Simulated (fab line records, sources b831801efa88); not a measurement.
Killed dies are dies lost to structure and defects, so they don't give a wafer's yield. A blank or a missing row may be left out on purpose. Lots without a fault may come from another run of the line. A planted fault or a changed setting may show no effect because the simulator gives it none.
Problem report in the 8D (eight disciplines) form, filled by code | flow gf180mcu | the parts of the form that need people (team, actions taken, sign-off) are left out

1. THE PROBLEM
dose_ions_cm2 at GF_DNWELL_IMPLANT_07 reads a mean of 9.294e+12 on 6 wafers of 2 lots; wafers without a fault read 9.999e+12 with a standard deviation of 1.2e+10. That is -59 standard deviations from the usual mean.
First seen on wafer L226.3, day 4 10:33, on implanter-02. The record holds 42 wafers of 14 lots with a number at this step. Rule for "out", or "out of limits": more than 4 standard deviations from the usual mean. The other wafers with a number count as sound.

2. WHAT IT IS AND WHAT IT IS NOT
question                    | is                     | is not
which readings at this step | dose_ions_cm2          | -
which lots                  | L226, L230             | L219, L221, L222, L223, L227, L233, L234, L235, L237, L238, L241, L242
which wafers of those lots  | all that have a number | -
read on which tools         | implanter-02           | implanter-01, implanter-03
when                        | from day 4 10:33       | up to then (12 sound wafers); but 24 sound wafers of L227, L233, L234, L235, L237, L238, L241, L242 came after

3. SUSPECTS, AND WHAT RULES EACH OUT
Counting: a tool at a process step up to the reading stays a suspect if it ran every lot that is out and no sound lot after the first of them.
- implanter-02 at GF_DNWELL_IMPLANT_07: kept. It ran every lot that is out, first L226 (day 4 10:33), and no sound lot after that; its last sound lot up to then is L223 (day 3 18:43). Its own readings are out on those wafers: dose_ions_cm2.
Left after counting: implanter-02 at GF_DNWELL_IMPLANT_07.

4. THE CAUSE (what the simulator had put in)
Process parameter drift: implanter-02, from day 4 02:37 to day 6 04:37, at GF_DNWELL_IMPLANT_07. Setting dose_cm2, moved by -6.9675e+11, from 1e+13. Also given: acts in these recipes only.
Counting left only this tool.

5. THE CHAIN OF EFFECTS, in route order
Each row: a reading whose mean over the struck wafers that have a number lies more than 3 standard deviations from the usual. Only readings for which the record gives a usual standard deviation are gone through. hours: the time from each lot's start at the first step in this table that gives one to its start at this step, as a median over the lots. sigmas: the change in usual standard deviations.
hours | step                 | reading            | usual     | on struck wafers | change     | sigmas
0     | GF_DNWELL_IMPLANT_07 | dose_ions_cm2      | 9.999e+12 | 9.294e+12        | -7.050e+11 | -59
0     | GF_DNWELL_IMPLANT_07 | faraday_current_uA | 56.3      | 52.3             | -4.0       | -3.6
The process steps in it:
- GF_DNWELL_IMPLANT_07
Later measuring or inspecting steps at which every struck wafer that the step has a row for has a number for every such reading, and none has moved that far: GF_HV_LDD_CD_MEAS_07, GF_SALICIDE_RS_MEAS_04.

6. WHAT WOULD HAVE CAUGHT IT SOONER
In this record the first reading out of limits was taken at day 4 10:33, 8 hours after the fault began at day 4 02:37.
